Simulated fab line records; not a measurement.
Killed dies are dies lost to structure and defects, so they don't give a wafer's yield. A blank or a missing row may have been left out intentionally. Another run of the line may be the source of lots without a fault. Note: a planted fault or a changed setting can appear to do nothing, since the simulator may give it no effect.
The tool behind it: which one? ; flow sky130 ; 12 lots, 36 wafers sampled, at 1 step of a route of 708

## WHAT THE GAUGES SHOWED, per wafer
SKY_FIELD_ISO_THK_MEAS_23.
lot;measured;on;FIELD_ISO_OXIDATION_01_THK (nm)
L075;day 2 15:43;filmMetro-01;9.80 9.97 9.98
L077;day 2 23:15;filmMetro-04;10.02 9.94 10.02
L079;day 3 11:13;filmMetro-03;10.13 10.00 9.95
L081;day 3 20:48;filmMetro-01;9.51 9.75 9.57
L083;day 4 05:07;filmMetro-03;10.09 10.05 10.13
L085;day 4 16:17;filmMetro-04;9.92 9.79 9.94
L087;day 5 03:35;filmMetro-04;9.25 9.41 9.47
L089;day 5 13:28;filmMetro-03;10.17 10.20 10.15
L091;day 5 22:55;filmMetro-01;9.96 9.98 10.08
L093;day 6 08:44;filmMetro-04;9.91 9.93 9.87
L095;day 6 20:07;filmMetro-03;10.22 10.34 10.11
L097;day 7 05:20;filmMetro-04;9.81 10.00 9.84

## EACH LOT AND THE TOOL THAT RAN IT (in order: tool; ch and the chambers of the sampled wafers; start)
There is no process step in the record ahead of these readings.

## THE ANSWER, worked out from the rows above alone
Rule: what is usual is taken from the lots themselves. Put in order of their means at a reading, lots are off if they are a third of the lots or fewer, leave a main group of 4 or more, and stand apart from it by a gap of 3 or more times the standard deviation of the main group's means; of several such gaps the widest counts. The tables above print the reading to a certain number of digits; a main group whose means all agree to those digits is not used. A lot without any number at a reading at which 4 lots or more have one is off too. The other lots that the step has rows for count as sound.
No lot is off on any of the readings shown, so nothing can be concluded from this.

## WHAT THE SIMULATOR PUT IN
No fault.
